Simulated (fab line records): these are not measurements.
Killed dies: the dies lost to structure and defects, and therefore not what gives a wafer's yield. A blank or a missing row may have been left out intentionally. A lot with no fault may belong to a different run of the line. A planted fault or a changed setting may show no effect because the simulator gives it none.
A lot that was struck, set against a sound lot :: flow sky130 :: 30 steps out of a route of 708
Sound: wafers L943.3, L943.4, L943.6. Wafers L959.1, L959.2, L959.6 were the ones struck. The cause comes at the end.
Each step with rows lists, per side, the tool, then ch with its chambers, then its first start. Under that, the readings that differ: sound wafers :: struck wafers :: difference of the means :: sigmas: that difference in standard deviations of wafers without a fault.
alike: words and numbers the same on both sides, and readings whose means are apart by under 2 such deviations; not compared: readings that were withheld, readings missing a value for some wafer, numbers with overlapping values and no deviation given by the record, and bounds like >300 which may hide the same value.
A row with sigmas, a row that says differs or no value, or rows on one side alone: a step with any of these is where the two part. Numbers that don't overlap but have no deviation are shown without sigmas and don't part them. A reading that every wafer of one side lacks parts them only if that side has two wafers or more.

first, 5 steps without rows for these wafers: SKY_SONOS_ONO_COAT_08 (resist thk 1140 nm); SKY_SONOS_ONO_SOFTBAKE_09 (time 60 s); SKY_SONOS_ONO_EXPOSE_10 (exposes mask ONOM, target cd 410 nm); SKY_SONOS_ONO_PEB_11; SKY_SONOS_ONO_DEVELOP_12 (develop time 60 s).
SKY_SONOS_ONO_CD_MEAS_13 targets a cd of 410 nm.
  sound: cd-sem-02 at day 13 14:46; struck: cd-sem-01 at day 18 20:08
  alike: cd-nm
SKY_SONOS_ONO_OVL_MEAS_14:
  sound: overlay-02 at day 13 14:52; struck: overlay-02 at day 18 20:16
  alike: SONOS_ONO_OVL
SKY_SONOS_ONO_ETCH_15: etches the open film in CHF3/O2, target depth 19.52 nm, time 7.8 s.
  sound on rie-diel-01 ch 0,1,2, day 13 14:53; struck on rie-diel-04 ch 2,3, day 18 20:18
  alike: drypump-motor-current-A, oes-product-au, throttle-valve-pct
  not compared: rf-hours-counter-h
then, 1 step without rows for these wafers: SKY_SONOS_ONO_WET_ETCH_16 (etches SiO2 in dHF, target depth 14 nm, time 280 s).
SKY_SONOS_ONO_STRIP_17: strips in O2/N2.
  sound on plasma-asher-03 ch 0,1, day 13 15:02; struck on plasma-asher-02 ch 0,1, day 18 20:24
  alike: drypump-motor-current-A, oes-product-au, strip-time-to-endpoint-s
  not compared: rf-hours-counter-h
then, 2 steps without rows for these wafers: SKY_SONOS_ONO_WET_ETCH_18 (etches Si3N4 in H3PO4, target depth 15 nm, time 172 s); SKY_GATE_OXIDE_CLEAN_00 (cleans in SC1/SC2, time 150 s).
SKY_GATE_OXIDE_OXIDATION_01: stabilise 600 s, purge 300 s, target thk 10.268 nm.
  sound on furnace-02 ch 0, day 13 17:25; struck on furnace-02 ch 0, day 18 20:37
reading: spike-tc-centre-C (C)
sound: 900.2 901.5 898.4
struck: 873.6 871.3 874.8
difference: -26.8
sigmas: -24

reading: spike-tc-lower-C (C)
sound: 898.1 902.2 900.7
struck: 903.8 903.9 905.5
difference: +4.1
sigmas: +4

reading: spike-tc-upper-C (C)
sound: 901.3 901.5 902.2
struck: 903.2 904.8 905.8
difference: +2.9
sigmas: +3

reading: zone-power-centre-pct (%)
sound: 18.93 18.63 18.81
struck: 8.95 8.95 8.88
difference: -9.86
sigmas: -41

reading: zone-power-upper-pct (%)
sound: 19.3 19.5 19.3
struck: 25.0 24.9 25.0
difference: +5.6
sigmas: +15

reading: model.SiO2_of_GATE_OXIDE_OXIDATION_01.thk-nm (nm)
sound: 10.53 10.34 10.33
struck: 10.2 10.08 9.436
difference: -0.5
sigmas: 
  alike: spike-tc-bottom-C
SKY_GATE_OXIDE_THK_MEAS_02:
  sound: film-metro-04 at day 13 18:50; struck: film-metro-03 at day 18 22:01
reading: GATE_OXIDE_OXIDATION_00_THK (nm)
sound: 10.55 10.35 10.32
struck: 10.25 10.08 9.47
difference: -0.47
sigmas: -3
then, 7 steps without rows for these wafers: SKY_GATE_OXIDE_DEHYDRATE_03 (time 60 s); SKY_GATE_OXIDE_HMDS_04 (prime time 60 s); SKY_GATE_OXIDE_COAT_05 (resist thk 1140 nm); SKY_GATE_OXIDE_SOFTBAKE_06 (time 60 s); SKY_GATE_OXIDE_EXPOSE_07 (exposes mask LVOM, target cd 600 nm); SKY_GATE_OXIDE_PEB_08; SKY_GATE_OXIDE_DEVELOP_09 (develop time 60 s).
SKY_GATE_OXIDE_OVL_MEAS_10:
  sound: overlay-02 at day 14 20:22; struck: overlay-02 at day 20 04:41
  alike: GATE_OXIDE_OVL
then, 2 steps without rows for these wafers: SKY_GATE_OXIDE_IMPLANT_11; SKY_GATE_OXIDE_WET_ETCH_12 (etches SiO2 in dHF, target depth 16.8 nm, time 336 s).
SKY_GATE_OXIDE_STRIP_13: strips in O2/N2.
  sound on plasma-asher-02 ch 0,1, day 14 20:41; struck on plasma-asher-03 ch 0,1, day 20 04:58
  alike: drypump-motor-current-A, oes-product-au, strip-time-to-endpoint-s
  not compared: rf-hours-counter-h
SKY_GATE_OXIDE_TW_MEAS_14:
  sound: film-metro-01 at day 14 20:46; struck: film-metro-04 at day 20 05:04
  alike: GATE_OXIDE_TW
then, 1 step without rows for these wafers: SKY_GATE_OXIDE_CLEAN_15 (cleans in SC1/SC2, time 150 s).
SKY_GATE_OXIDE_OXIDATION_16: stabilise 600 s, purge 300 s, target thk 3.57 nm.
  sound on furnace-02 ch 0, day 14 20:58; struck on furnace-02 ch 0, day 20 05:32
reading: model.SiO2_of_GATE_OXIDE_OXIDATION_01.thk-nm (nm)
sound: 11.86 11.68 11.7
struck: 11.61 11.5 10.94
difference: -0.40
sigmas: 
  alike: spike-tc-bottom-C, spike-tc-centre-C, spike-tc-lower-C, spike-tc-upper-C, zone-power-centre-pct, zone-power-upper-pct
then, 1 step without rows for these wafers: SKY_POLY_GATE_CVD_00 (deposits poly-Si, target thk 180 nm, time 720 s).
-- the record jumps here: 30 days lie between the struck wafers' starts before and after (it left off in module POLY_GATE and takes up again in module PAD_OPEN, whose first step shown is number 708 of the route) --
SKY_PAD_OPEN_PROBE_99:
  sound: prober-02 at day 46 13:46; struck: prober-02 at day 50 00:52
reading: model.etest.tip-sonos.rs-ohm-sq
sound: 2722 2680 2675
struck: 2598 2560 2440
difference: -160
sigmas: 

reading: model.etest.nfet-g5v0d10v5.r-on-ohm-um
sound: 1910 1893 1884
struck: 1875 1875 1806
difference: -44
sigmas: 

reading: model.etest.nfet-g5v0d10v5.drive-ua-um
sound: 595.4 601.6 597.9
struck: 610.2 611.9 641
difference: +22.7
sigmas: 

reading: model.etest.nfet_05v0_nvt.drive-ua-um
sound: 569.1 571 574.1
struck: 576.9 581.4 610.8
difference: +18.3
sigmas: 

reading: model.etest.nfet_16v.drive-ua-um
sound: 216.8 220.1 221.4
struck: 222.1 226.5 237.2
difference: +9.2
sigmas: 
  alike: killed_at_M0_to_M3, killed_at_M4_up, killed-at-contacts, killed-at-front-end, killed-at-other, killed-dies, killed-open, killed-short
  not compared: model.etest.nfet_16v.r-on-ohm-um, model.etest.pfet-g5v0d10v5.r-on-ohm-um, model.etest.pfet-g5v0d10v5.drive-ua-um

== WHERE THEY PART ==
First at SKY_GATE_OXIDE_OXIDATION_01; last, within this record, at SKY_GATE_OXIDE_THK_MEAS_02. Later steps at which nothing parts them and some readings are alike: SKY_GATE_OXIDE_OVL_MEAS_10, SKY_GATE_OXIDE_STRIP_13, SKY_GATE_OXIDE_TW_MEAS_14, SKY_GATE_OXIDE_OXIDATION_16, SKY_PAD_OPEN_PROBE_99.

WHY: whatever the simulator had introduced
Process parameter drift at SKY_GATE_OXIDE_OXIDATION_01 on furnace-02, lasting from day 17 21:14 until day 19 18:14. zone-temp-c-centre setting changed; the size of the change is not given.
